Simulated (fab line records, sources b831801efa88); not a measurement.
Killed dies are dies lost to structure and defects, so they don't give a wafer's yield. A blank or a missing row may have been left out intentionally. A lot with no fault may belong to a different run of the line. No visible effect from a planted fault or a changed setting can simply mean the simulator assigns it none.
A struck lot beside a sound one	flow sky130	15 steps out of a route of 708
Sound: these wafers, L457.1, L457.2, L457.4. Struck: wafers L468.1, L468.6. (L468.2 of the same lot was not struck and is left out.) The cause comes at the end.
Order at every step that has rows: each side's tool, ch and its chambers, its first start. Under that, the readings that differ: sound wafers	struck wafers	difference of the means	sigmas: that difference in standard deviations of wafers without a fault.
alike: readings whose means differ by less than 2 such deviations, and words and numbers that are the same on both sides. not compared: withheld readings, readings that some wafer has no value for, bounds like >300 that may hide the same value, and numbers for which the record gives no deviation and whose values overlap.
The two part at a step that has a row with sigmas, a row that says differs or no value, or rows on one side only. Numbers that have no deviation but don't overlap get no sigmas and don't part them. A reading that every wafer of one side lacks parts them only if that side has two wafers or more.

first, 7 steps without rows for these wafers: SKY_METAL3_HMDS_06 (prime time 60 s); SKY_METAL3_COAT_07 (resist thk 60 nm); SKY_METAL3_COAT_08 (resist thk 1140 nm); SKY_METAL3_SOFTBAKE_09 (time 90 s); SKY_METAL3_EXPOSE_10 (exposes mask MM3, target cd 300 nm); SKY_METAL3_PEB_11; SKY_METAL3_DEVELOP_12 (develop time 60 s).
SKY_METAL3_CD_MEAS_13: target cd 300 nm.
  sound on cd-sem-02 at day 41 03:50; struck on cd-sem-02 at day 44 01:58
  alike: cd-nm
SKY_METAL3_OVL_MEAS_14:
  sound on overlay-02 at day 41 03:57; struck on overlay-01 at day 44 02:05
  alike: METAL3_OVL
SKY_METAL3_DESCUM_15: chemistry O2, time 8 s.
  sound on rie-metal-02 ch 0,1, day 41 03:59; struck on rie-metal-02 ch 1, day 44 02:07
  alike: drypump-motor-current-A, oes-product-au
  not compared: rf-hours-counter-h
SKY_METAL3_ETCH_16: etches BARC in N2/H2, stops on SiO2, time 88.2 s, target depth 60 nm.
  sound on rie-metal-02 ch 0,1, day 41 04:01; struck on rie-metal-02 ch 1, day 44 02:09
  alike: chamber-pressure-mTorr, drypump-motor-current-A, oes-product-au, throttle-valve-pct
  not compared: rf-hours-counter-h
SKY_METAL3_ETCH_17: etches SiO2 in C4F8/O2/Ar, stops on TiN, time 3.9 s, target depth 15 nm.
  sound on rie-diel-03 ch 1,2,3, day 41 04:07; struck on rie-diel-03 ch 2,3, day 44 02:15
  alike: chamber-pressure-mTorr, oes-product-au
  not compared: rf-hours-counter-h
SKY_METAL3_METAL_ETCH_18: etches the open film in Cl2/BCl3, stops on SiO2, target depth 845 nm, time 183.1 s.
  sound on rie-metal-01 ch 0,1, day 41 04:08; struck on rie-metal-01 ch 1, day 44 02:16
reading	sound	struck	difference	sigmas
chamber-pressure-mTorr (mTorr)	10.005 10.001 10.000	7.999 7.998	-2.004	-99 or more
  alike: drypump-motor-current-A, oes-product-au, throttle-valve-pct
  not compared: rf-hours-counter-h
SKY_METAL3_STRIP_19: strips in O2/N2.
  sound on plasma-asher-01 ch 0,1, day 41 04:19; struck on plasma-asher-03 ch 0, day 44 02:30
  alike: drypump-motor-current-A, oes-product-au, strip-time-to-endpoint-s
  not compared: rf-hours-counter-h
SKY_PAD_OPEN_PROBE_99:
  sound wafers here have rows in the record (prober-02, day 48 05:05); struck ones have none

## WHERE THEY PART
Last at SKY_PAD_OPEN_PROBE_99 as far as this record goes, first at SKY_METAL3_METAL_ETCH_18.

WHY: what had been put in by the simulator
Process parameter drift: rie-metal-01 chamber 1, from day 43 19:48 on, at SKY_METAL3_METAL_ETCH_18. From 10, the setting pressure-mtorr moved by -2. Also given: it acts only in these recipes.
